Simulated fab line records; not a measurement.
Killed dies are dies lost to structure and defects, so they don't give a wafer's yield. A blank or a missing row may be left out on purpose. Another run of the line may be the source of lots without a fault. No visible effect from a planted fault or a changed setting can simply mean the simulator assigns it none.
Chamber matching | flow sky130 | cmp-02 running SKY_VIA4_CMP_02: 4 sister chambers
The step polishes SiO2. 14 wafers are shown with their chamber, then 7 later ones without.

== EACH WAFER AND ITS CHAMBER ==
wafer  | chamber | motor_current_A (A) | platen_rpm (rpm)
L409.1 | 3       | 10.3                | 60.00
L409.4 | 2       | 13.5                | 60.03
L409.5 | 3       | 10.3                | 59.99
L410.2 | 2       | 13.0                | 59.94
L410.5 | 3       | 10.0                | 59.98
L410.6 | 2       | 13.2                | 59.95
L411.3 | 1       | 11.6                | 59.99
L411.4 | 2       | 13.4                | 59.98
L411.6 | 2       | 13.0                | 60.00
L420.1 | 2       | 13.7                | 60.03
L420.2 | 3       | 10.8                | 59.96
L420.5 | 2       | 13.2                | 60.00
L421.1 | 3       | 10.6                | 59.97
L421.4 | 0       | 11.7                | 60.04

SIGNATURES (averages over the wafers above)
reading         | chamber 0 | chamber 1 | chamber 2 | chamber 3 | scatter within a chamber
motor_current_A | 11.700    | 11.600    | 13.286    | 10.400    | 0.281
platen_rpm      | 60.0400   | 59.9900   | 59.9900   | 59.9800   | 0.0293
Rule: distance of a wafer from a chamber = root of the sum over the readings of ((wafer's reading minus chamber's mean) / reading's scatter) squared. If the next closest chamber is less than 2 further off than the closest, the wafer can't be placed; otherwise it belongs to the closest. The scatter: take each reading less its chamber's mean, square it, sum over the shown wafers, divide by the number of wafers less the number of chambers, and take the root.

== WAFERS WITH NO CHAMBER GIVEN ==
wafer  | motor_current_A (A) | platen_rpm (rpm)
L421.6 | 12.7                | 59.97
L422.4 | 12.5                | 60.04
L422.5 | 10.4                | 60.02
L422.6 | 13.8                | 59.92
L428.3 | 13.2                | 59.98
L428.4 | 11.4                | 60.02
L428.6 | 11.0                | 59.96

== THE CHAMBER EACH PASSED THROUGH ==
wafer  | from the rows above          | in truth
L421.6 | can't be placed: 2 or 1      | 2
L422.4 | can't be placed: 0 or 2 or 1 | 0
L422.5 | 3                            | 3
L422.6 | 2                            | 2
L428.3 | 2                            | 2
L428.4 | can't be placed: 1 or 0      | 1
L428.6 | can't be placed: 3 or 1 or 0 | 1
Correctly placed: 3 of 7. Can't be placed from these rows: 4 (the true chamber is among the candidates in 4). 0 placed wrongly.
